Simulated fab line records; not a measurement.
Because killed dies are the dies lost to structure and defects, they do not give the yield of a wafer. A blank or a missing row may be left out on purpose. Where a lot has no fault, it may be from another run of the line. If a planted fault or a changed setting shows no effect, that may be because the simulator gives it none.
What tool caused it? :: flow gf180mcu :: Sampling: 15 lots, 45 wafers, 5 of 602 route steps

## WHAT THE GAUGES READ, wafer by wafer
GF_STI_THK_MEAS_30. Usual: STI_OXIDATION_02_THK typically reads 9.92 nm, with standard deviation 0.19.
lot: L242
measured: day 2 11:04
on: film-metro-01
STI_OXIDATION_02_THK (nm): 9.65 9.93 9.78
flag: 

lot: L243
measured: day 2 14:58
on: film-metro-04
STI_OXIDATION_02_THK (nm): 10.07 9.98 9.92
flag: 

lot: L244
measured: day 2 17:12
on: film-metro-02
STI_OXIDATION_02_THK (nm): 10.10 9.86 10.09
flag: 

lot: L245
measured: day 2 23:01
on: film-metro-01
STI_OXIDATION_02_THK (nm): 9.80 9.81 9.76
flag: 

lot: L246
measured: day 3 03:38
on: film-metro-04
STI_OXIDATION_02_THK (nm): 9.98 9.85 9.80
flag: 

lot: L248
measured: day 3 13:07
on: film-metro-04
STI_OXIDATION_02_THK (nm): 10.03 9.76 9.85
flag: 

lot: L249
measured: day 3 18:10
on: film-metro-04
STI_OXIDATION_02_THK (nm): 9.83 9.56 9.59
flag: 

lot: L250
measured: day 4 00:38
on: film-metro-01
STI_OXIDATION_02_THK (nm): 10.07 10.16 10.08
flag: 

lot: L253
measured: day 4 16:40
on: film-metro-01
STI_OXIDATION_02_THK (nm): 10.04 10.05 10.09
flag: 

lot: L254
measured: day 4 23:34
on: film-metro-04
STI_OXIDATION_02_THK (nm): 9.92 9.84 9.83
flag: 

lot: L255
measured: day 5 06:55
on: film-metro-02
STI_OXIDATION_02_THK (nm): 9.81 9.86 9.72
flag: 

lot: L257
measured: day 5 13:06
on: film-metro-04
STI_OXIDATION_02_THK (nm): 9.96 10.15 9.94
flag: 

lot: L259
measured: day 6 01:12
on: film-metro-02
STI_OXIDATION_02_THK (nm): 9.73 9.93 9.79
flag: 

lot: L260
measured: day 6 04:49
on: film-metro-04
STI_OXIDATION_02_THK (nm): 10.33 10.19 10.29
flag: 

lot: L263
measured: day 6 19:17
on: film-metro-04
STI_OXIDATION_02_THK (nm): 9.63 9.55 9.50
flag: 

GF_NWELL_OVL_MEAS_07. Usual: NWELL_OVL typically reads -0.1 nm, with standard deviation 1.2.
lot: L242
measured: day 3 11:17
on: overlay-01
NWELL_OVL (nm): 1.6 1.0 1.1
flag: 

lot: L243
measured: day 3 16:58
on: overlay-01
NWELL_OVL (nm): -0.5 0.3 -1.2
flag: 

lot: L244
measured: day 3 18:46
on: overlay-02
NWELL_OVL (nm): 0.9 2.7 1.7
flag: 

lot: L245
measured: day 4 01:24
on: overlay-02
NWELL_OVL (nm): 0.3 2.2 -0.3
flag: 

lot: L246
measured: day 4 05:54
on: overlay-02
NWELL_OVL (nm): -1.1 -0.7 0.1
flag: 

lot: L248
measured: day 4 15:55
on: overlay-01
NWELL_OVL (nm): -0.6 1.0 0.1
flag: 

lot: L249
measured: day 4 22:06
on: overlay-02
NWELL_OVL (nm): -0.9 -0.7 -1.5
flag: 

lot: L250
measured: day 5 03:51
on: overlay-02
NWELL_OVL (nm): -0.1 -1.0 1.0
flag: 

lot: L253
measured: day 5 21:34
on: overlay-02
NWELL_OVL (nm): 0.5 -0.1 -0.8
flag: 

lot: L254
measured: day 6 03:46
on: overlay-01
NWELL_OVL (nm): -1.9 1.1 -2.2
flag: 

lot: L255
measured: day 6 12:33
on: overlay-01
NWELL_OVL (nm): 0.6 -0.9 -0.9
flag: 

lot: L257
measured: day 6 18:27
on: overlay-02
NWELL_OVL (nm): 2.3 1.8 1.1
flag: 

lot: L259
measured: day 7 07:51
on: overlay-01
NWELL_OVL (nm): -0.1 1.3 -0.3
flag: 

lot: L260
measured: day 7 11:16
on: overlay-02
NWELL_OVL (nm): 1.1 1.2 -0.7
flag: 

lot: L263
measured: day 8 03:43
on: overlay-02
NWELL_OVL (nm): 1.9 1.7 0.9
flag: 

GF_LVPWELL_OVL_MEAS_07. Usual: LVPWELL_OVL typically reads -0.3 nm, with standard deviation 1.4.
lot: L242
measured: day 4 01:35
on: overlay-02
LVPWELL_OVL (nm): 0.9 -0.1 1.0
flag: 

lot: L243
measured: day 4 06:37
on: overlay-01
LVPWELL_OVL (nm): 0.0 -0.7 -0.2
flag: 

lot: L244
measured: day 4 08:34
on: overlay-01
LVPWELL_OVL (nm): 1.6 2.1 1.2
flag: 

lot: L245
measured: day 4 15:25
on: overlay-01
LVPWELL_OVL (nm): 1.9 1.3 1.3
flag: 

lot: L246
measured: day 4 20:13
on: overlay-02
LVPWELL_OVL (nm): 0.2 0.5 1.2
flag: 

lot: L248
measured: day 5 05:38
on: overlay-02
LVPWELL_OVL (nm): -0.2 -0.1 0.7
flag: 

lot: L249
measured: day 5 12:26
on: overlay-01
LVPWELL_OVL (nm): -1.2 -1.4 -1.3
flag: 

lot: L250
measured: day 5 18:23
on: overlay-01
LVPWELL_OVL (nm): 0.7 0.7 0.6
flag: 

lot: L253
measured: day 6 12:40
on: overlay-02
LVPWELL_OVL (nm): -102.8 -101.0 -102.8
flag: OFF

lot: L254
measured: day 6 19:24
on: overlay-01
LVPWELL_OVL (nm): -1.5 -0.3 0.3
flag: 

lot: L255
measured: day 7 04:04
on: overlay-02
LVPWELL_OVL (nm): -101.8 -103.4 -102.6
flag: OFF

lot: L257
measured: day 7 10:22
on: overlay-01
LVPWELL_OVL (nm): -103.5 -102.7 -104.1
flag: OFF

lot: L259
measured: day 8 00:17
on: overlay-01
LVPWELL_OVL (nm): 1.4 0.7 1.5
flag: 

lot: L260
measured: day 8 04:04
on: overlay-01
LVPWELL_OVL (nm): -0.2 -0.1 0.1
flag: 

lot: L263
measured: day 8 19:55
on: overlay-02
LVPWELL_OVL (nm): -2.7 -1.7 -1.1
flag: 

GF_MVSD_OVL_MEAS_07. Usual: MVSD_OVL typically reads 0.2 nm, with standard deviation 1.3.
lot: L242
measured: day 4 15:49
on: overlay-01
MVSD_OVL (nm): -0.7 -0.1 0.8
flag: 

lot: L243
measured: day 4 21:09
on: overlay-01
MVSD_OVL (nm): 0.7 -1.2 0.2
flag: 

lot: L244
measured: day 4 23:27
on: overlay-01
MVSD_OVL (nm): -0.4 -1.0 -0.3
flag: 

lot: L245
measured: day 5 04:56
on: overlay-02
MVSD_OVL (nm): 0.4 1.3 1.3
flag: 

lot: L246
measured: day 5 09:35
on: overlay-01
MVSD_OVL (nm): -1.1 -1.4 -1.3
flag: 

lot: L248
measured: day 5 20:08
on: overlay-01
MVSD_OVL (nm): 3.1 0.5 0.7
flag: 

lot: L249
measured: day 6 03:08
on: overlay-01
MVSD_OVL (nm): 0.6 0.2 1.4
flag: 

lot: L250
measured: day 6 09:48
on: overlay-01
MVSD_OVL (nm): 2.3 1.3 -0.3
flag: 

lot: L253
measured: day 7 04:08
on: overlay-01
MVSD_OVL (nm): -0.6 -1.8 -0.8
flag: 

lot: L254
measured: day 7 11:11
on: overlay-01
MVSD_OVL (nm): -1.5 -1.8 -0.2
flag: 

lot: L255
measured: day 7 20:48
on: overlay-01
MVSD_OVL (nm): -0.9 -0.7 0.2
flag: 

lot: L257
measured: day 8 03:08
on: overlay-02
MVSD_OVL (nm): 0.3 1.5 3.7
flag: 

lot: L259
measured: day 8 16:41
on: overlay-02
MVSD_OVL (nm): -1.7 -0.3 1.2
flag: 

lot: L260
measured: day 8 20:05
on: overlay-01
MVSD_OVL (nm): -1.3 -0.5 0.5
flag: 

lot: L263
measured: day 9 12:23
on: overlay-02
MVSD_OVL (nm): -1.2 0.3 -0.9
flag: 

## EACH LOT AND THE TOOL THAT RAN IT (in order: tool; ch and the chambers of the sampled wafers; start)
lot: L242
GF_LVPWELL_EXPOSE_04: iline-stepper-01 ch 0, day 3 18:44

lot: L243
GF_LVPWELL_EXPOSE_04: iline-stepper-01 ch 0, day 4 00:15

lot: L244
GF_LVPWELL_EXPOSE_04: iline-stepper-01 ch 0, day 4 01:59

lot: L245
GF_LVPWELL_EXPOSE_04: iline-stepper-01 ch 0, day 4 08:32

lot: L246
GF_LVPWELL_EXPOSE_04: iline-stepper-02 ch 0, day 4 12:59

lot: L248
GF_LVPWELL_EXPOSE_04: iline-stepper-01 ch 0, day 4 23:30

lot: L249
GF_LVPWELL_EXPOSE_04: iline-stepper-02 ch 0, day 5 05:17

lot: L250
GF_LVPWELL_EXPOSE_04: iline-stepper-01 ch 0, day 5 11:26

lot: L253
GF_LVPWELL_EXPOSE_04: iline-stepper-02 ch 0, day 6 05:31

lot: L254
GF_LVPWELL_EXPOSE_04: iline-stepper-01 ch 0, day 6 11:59

lot: L255
GF_LVPWELL_EXPOSE_04: iline-stepper-02 ch 0, day 6 20:19

lot: L257
GF_LVPWELL_EXPOSE_04: iline-stepper-02 ch 0, day 7 02:58

lot: L259
GF_LVPWELL_EXPOSE_04: iline-stepper-01 ch 0, day 7 16:21

lot: L260
GF_LVPWELL_EXPOSE_04: iline-stepper-01 ch 0, day 7 20:27

lot: L263
GF_LVPWELL_EXPOSE_04: iline-stepper-01 ch 0, day 8 12:26
- GF_LVPWELL_EXPOSE_04: exposes mask LVPWELL, target cd 600 nm.

## AS READ BY THE TOOLS THEMSELVES (means over the sampled wafers that have a number; for cases with no such wafer, the mark the record gives instead)
The record holds no such reading with a usual standard deviation.

## THE ANSWER, worked out from the rows above alone
Rule: take the mean of a lot's wafers that have a number; if it is more than 3 standard deviations from the usual mean, the lot is off. Also off: a lot with no number at a reading for which 4 or more lots have one. Where the step has rows for the other lots, those lots are counted as sound. Order of review: gauges by route order, followed by the tools' own readings, for which a lot's mean as printed above is used. The first step at which some lot is off is used, and at that step the reading that is off furthest; a lot without a number counts as furthest.
Off: L253, L255, L257, seen at GF_LVPWELL_OVL_MEAS_07 (LVPWELL_OVL).
If a tool, at a process step before that reading, ran all the lots that are off and no sound lot after the first of them, it fits. Gauges at GF_LVPWELL_OVL_MEAS_07: tried the same way as those tools. One candidate fits, namely iline-stepper-02 at GF_LVPWELL_EXPOSE_04. Its last sound lot is L249 (day 5 05:17), its first lot that is off L253 (day 6 05:31): a fault that began between those two fits.

## WHAT THE SIMULATOR PUT IN
Scanner matching overlay: iline-stepper-02, from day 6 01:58 on, at GF_LVPWELL_EXPOSE_04. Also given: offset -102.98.
Shown lots that were struck: L253, L255, L257. The rule given above showed the same thing.
